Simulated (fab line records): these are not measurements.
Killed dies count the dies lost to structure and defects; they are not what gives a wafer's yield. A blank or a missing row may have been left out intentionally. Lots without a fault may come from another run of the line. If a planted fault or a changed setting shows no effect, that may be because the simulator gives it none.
Which of the tools did it? :: flow sky130 :: Sampling: 12 lots, 36 wafers, 4 of 708 route steps

## WHAT THE GAUGES READ, wafer by wafer
SKY_SONOS_ONO_OVL_MEAS_14.
lot: L681
measured: day 13 09:29
on: overlay-01
SONOS_ONO_OVL (nm): -0.6 -1.0 -1.7

lot: L682
measured: day 13 16:02
on: overlay-01
SONOS_ONO_OVL (nm): -0.6 0.7 -0.3

lot: L686
measured: day 14 11:11
on: overlay-01
SONOS_ONO_OVL (nm): 2.9 1.9 1.9

lot: L687
measured: day 15 03:05
on: overlay-02
SONOS_ONO_OVL (nm): 0.6 1.2 0.0

lot: L692
measured: day 16 10:55
on: overlay-02
SONOS_ONO_OVL (nm): 2.0 3.2 1.1

lot: L693
measured: day 16 14:38
on: overlay-02
SONOS_ONO_OVL (nm): -1.0 -0.2 1.5

lot: L694
measured: day 16 21:14
on: overlay-02
SONOS_ONO_OVL (nm): 0.7 1.1 -0.6

lot: L699
measured: day 18 19:25
on: overlay-01
SONOS_ONO_OVL (nm): -0.1 0.7 -0.2

lot: L700
measured: day 18 20:31
on: overlay-02
SONOS_ONO_OVL (nm): 1.5 2.2 -0.6

lot: L702
measured: day 19 21:22
on: overlay-02
SONOS_ONO_OVL (nm): 2.6 2.5 2.1

lot: L703
measured: day 20 02:03
on: overlay-02
SONOS_ONO_OVL (nm): -0.6 -1.2 1.0

lot: L704
measured: day 20 11:49
on: overlay-02
SONOS_ONO_OVL (nm): -0.7 0.3 0.2

SKY_POLY_GATE_OVL_MEAS_14.
lot: L681
measured: day 17 01:16
on: overlay-02
POLY_GATE_OVL (nm): -5 7 5

lot: L682
measured: day 17 13:21
on: overlay-02
POLY_GATE_OVL (nm): 12 8 8

lot: L686
measured: day 18 05:50
on: overlay-02
POLY_GATE_OVL (nm): 1 -3 6

lot: L687
measured: day 19 02:32
on: overlay-02
POLY_GATE_OVL (nm): -4 -3 1

lot: L692
measured: day 20 15:11
on: overlay-01
POLY_GATE_OVL (nm): 2 7 3

lot: L693
measured: day 20 17:38
on: overlay-01
POLY_GATE_OVL (nm): -8 -1 -5

lot: L694
measured: day 21 04:28
on: overlay-02
POLY_GATE_OVL (nm): -6 -1 -6

lot: L699
measured: day 23 00:03
on: overlay-01
POLY_GATE_OVL (nm): -2 -9 -4

lot: L700
measured: day 23 02:02
on: overlay-01
POLY_GATE_OVL (nm): 2 -3 6

lot: L702
measured: day 23 23:56
on: overlay-02
POLY_GATE_OVL (nm): -9 -2 -7

lot: L703
measured: day 24 04:00
on: overlay-01
POLY_GATE_OVL (nm): 0 8 -1

lot: L704
measured: day 24 11:02
on: overlay-01
POLY_GATE_OVL (nm): -12 -17 -15

SKY_POLY_GATE_THK_MEAS_21.
lot: L681
measured: day 17 07:22
on: film-metro-04
POLY_GATE_OXIDATION_THK (nm): 3.90 4.01 3.87

lot: L682
measured: day 17 15:46
on: film-metro-03
POLY_GATE_OXIDATION_THK (nm): 3.92 4.03 3.96

lot: L686
measured: day 18 08:55
on: film-metro-03
POLY_GATE_OXIDATION_THK (nm): 4.06 4.12 4.00

lot: L687
measured: day 19 05:23
on: film-metro-04
POLY_GATE_OXIDATION_THK (nm): 3.96 3.86 3.89

lot: L692
measured: day 20 16:51
on: film-metro-04
POLY_GATE_OXIDATION_THK (nm): 5.27 5.23 5.19

lot: L693
measured: day 20 19:18
on: film-metro-03
POLY_GATE_OXIDATION_THK (nm): 5.29 5.29 5.31

lot: L694
measured: day 21 06:08
on: film-metro-03
POLY_GATE_OXIDATION_THK (nm): 3.99 3.99 3.97

lot: L699
measured: day 23 01:44
on: film-metro-01
POLY_GATE_OXIDATION_THK (nm): 3.93 3.96 3.86

lot: L700
measured: day 23 04:31
on: film-metro-03
POLY_GATE_OXIDATION_THK (nm): 3.88 3.91 3.86

lot: L702
measured: day 24 01:37
on: film-metro-03
POLY_GATE_OXIDATION_THK (nm): 3.94 3.95 3.90

lot: L703
measured: day 24 06:11
on: film-metro-03
POLY_GATE_OXIDATION_THK (nm): 4.16 4.01 4.05

lot: L704
measured: day 24 12:42
on: film-metro-03
POLY_GATE_OXIDATION_THK (nm): 3.97 4.04 3.93

## WHICH TOOL RAN EACH LOT (tool, then ch and the chambers of the sampled wafers, then the start)
lot: L681
SKY_POLY_GATE_OXIDATION_20: furnace-02 ch 0, day 17 06:06

lot: L682
SKY_POLY_GATE_OXIDATION_20: furnace-02 ch 0, day 17 14:31

lot: L686
SKY_POLY_GATE_OXIDATION_20: furnace-01 ch 0, day 18 07:38

lot: L687
SKY_POLY_GATE_OXIDATION_20: furnace-01 ch 0, day 19 04:07

lot: L692
SKY_POLY_GATE_OXIDATION_20: furnace-01 ch 0, day 20 15:36

lot: L693
SKY_POLY_GATE_OXIDATION_20: furnace-01 ch 0, day 20 18:04

lot: L694
SKY_POLY_GATE_OXIDATION_20: furnace-02 ch 0, day 21 04:52

lot: L699
SKY_POLY_GATE_OXIDATION_20: furnace-02 ch 0, day 23 00:28

lot: L700
SKY_POLY_GATE_OXIDATION_20: furnace-02 ch 0, day 23 03:15

lot: L702
SKY_POLY_GATE_OXIDATION_20: furnace-01 ch 0, day 24 00:21

lot: L703
SKY_POLY_GATE_OXIDATION_20: furnace-01 ch 0, day 24 04:54

lot: L704
SKY_POLY_GATE_OXIDATION_20: furnace-01 ch 0, day 24 11:27
- SKY_POLY_GATE_OXIDATION_20: stabilise 600 s, purge 300 s, target thk 4 nm.

## AS READ BY THE TOOLS THEMSELVES (means over the sampled wafers that have a number; for cases with no such wafer, the mark the record gives instead)
SKY_POLY_GATE_OXIDATION_20.
lot: L681
tool: furnace-02
spike-tc-bottom-C (C): 869.2
spike-tc-centre-C (C): 851.4
spike-tc-lower-C (C): 850.7
spike-tc-top-C (C): 859.8
spike-tc-upper-C (C): 847.8
zone-power-bottom-pct (%): 23.2
zone-power-lower-pct (%): 13.9

lot: L682
tool: furnace-02
spike-tc-bottom-C (C): 869.3
spike-tc-centre-C (C): 850.3
spike-tc-lower-C (C): 849.7
spike-tc-top-C (C): 858.6
spike-tc-upper-C (C): 849.3
zone-power-bottom-pct (%): 23.0
zone-power-lower-pct (%): 13.9

lot: L686
tool: furnace-01
spike-tc-bottom-C (C): 865.1
spike-tc-centre-C (C): 850.2
spike-tc-lower-C (C): 849.0
spike-tc-top-C (C): 864.0
spike-tc-upper-C (C): 847.4
zone-power-bottom-pct (%): 23.6
zone-power-lower-pct (%): 16.6

lot: L687
tool: furnace-01
spike-tc-bottom-C (C): 865.9
spike-tc-centre-C (C): 851.4
spike-tc-lower-C (C): 848.5
spike-tc-top-C (C): 864.9
spike-tc-upper-C (C): 849.3
zone-power-bottom-pct (%): 23.6
zone-power-lower-pct (%): 16.8

lot: L692
tool: furnace-01
spike-tc-bottom-C (C): 885.9
spike-tc-centre-C (C): 872.2
spike-tc-lower-C (C): 871.8
spike-tc-top-C (C): 886.1
spike-tc-upper-C (C): 869.8
zone-power-bottom-pct (%): 25.0
zone-power-lower-pct (%): 17.5

lot: L693
tool: furnace-01
spike-tc-bottom-C (C): 887.6
spike-tc-centre-C (C): 872.4
spike-tc-lower-C (C): 872.0
spike-tc-top-C (C): 886.7
spike-tc-upper-C (C): 869.5
zone-power-bottom-pct (%): 25.0
zone-power-lower-pct (%): 17.5

lot: L694
tool: furnace-02
spike-tc-bottom-C (C): 868.6
spike-tc-centre-C (C): 850.8
spike-tc-lower-C (C): 851.1
spike-tc-top-C (C): 860.1
spike-tc-upper-C (C): 849.7
zone-power-bottom-pct (%): 23.0
zone-power-lower-pct (%): 14.0

lot: L699
tool: furnace-02
spike-tc-bottom-C (C): 869.3
spike-tc-centre-C (C): 851.9
spike-tc-lower-C (C): 851.1
spike-tc-top-C (C): 859.9
spike-tc-upper-C (C): 849.0
zone-power-bottom-pct (%): 23.5
zone-power-lower-pct (%): 14.0

lot: L700
tool: furnace-02
spike-tc-bottom-C (C): 868.6
spike-tc-centre-C (C): 851.6
spike-tc-lower-C (C): 850.8
spike-tc-top-C (C): 859.0
spike-tc-upper-C (C): 848.6
zone-power-bottom-pct (%): 22.8
zone-power-lower-pct (%): 14.0

lot: L702
tool: furnace-01
spike-tc-bottom-C (C): 866.1
spike-tc-centre-C (C): 850.9
spike-tc-lower-C (C): 850.1
spike-tc-top-C (C): 865.7
spike-tc-upper-C (C): 846.7
zone-power-bottom-pct (%): 23.7
zone-power-lower-pct (%): 16.8

lot: L703
tool: furnace-01
spike-tc-bottom-C (C): 866.2
spike-tc-centre-C (C): 850.3
spike-tc-lower-C (C): 850.0
spike-tc-top-C (C): 865.5
spike-tc-upper-C (C): 847.3
zone-power-bottom-pct (%): 23.7
zone-power-lower-pct (%): 16.6

lot: L704
tool: furnace-01
spike-tc-bottom-C (C): 864.1
spike-tc-centre-C (C): 851.1
spike-tc-lower-C (C): 850.1
spike-tc-top-C (C): 864.9
spike-tc-upper-C (C): 847.9
zone-power-bottom-pct (%): 23.4
zone-power-lower-pct (%): 16.6

## THE ANSWER, worked out from the rows above alone
Rule: usual is defined by the lots themselves. The widest of any qualifying gaps counts: lots, ordered by their means at a reading, are off when they make up no more than a third of the lots, leave a main group of 4 or more, and stand apart from it by 3 or more times the standard deviation of that group's means. The tables above print the reading to a certain number of digits; a main group whose means all agree to those digits is not used. A lot without any number at a reading at which 4 lots or more have one is off too. Any other lot the step has rows for is counted as sound. After the gauges, taken in route order, come the tools' own readings; for these a lot's mean is taken, as printed above. The first step at which some lot is off is used, and at that step the reading that is off furthest; a lot without a number counts as furthest.
Off: at SKY_POLY_GATE_THK_MEAS_21 (POLY_GATE_OXIDATION_THK), L692, L693. The main group has a mean of 3.96 nm with a standard deviation of 0.061.
If a tool, at a process step before that reading, ran all the lots that are off and no sound lot after the first of them, it fits. The gauges at SKY_POLY_GATE_THK_MEAS_21 aren't tried: what is off there is off at SKY_POLY_GATE_OXIDATION_20 too, on other tools, and a gauge's error can't cause that. Of those tried, none fits.

## WHAT THE SIMULATOR PUT IN
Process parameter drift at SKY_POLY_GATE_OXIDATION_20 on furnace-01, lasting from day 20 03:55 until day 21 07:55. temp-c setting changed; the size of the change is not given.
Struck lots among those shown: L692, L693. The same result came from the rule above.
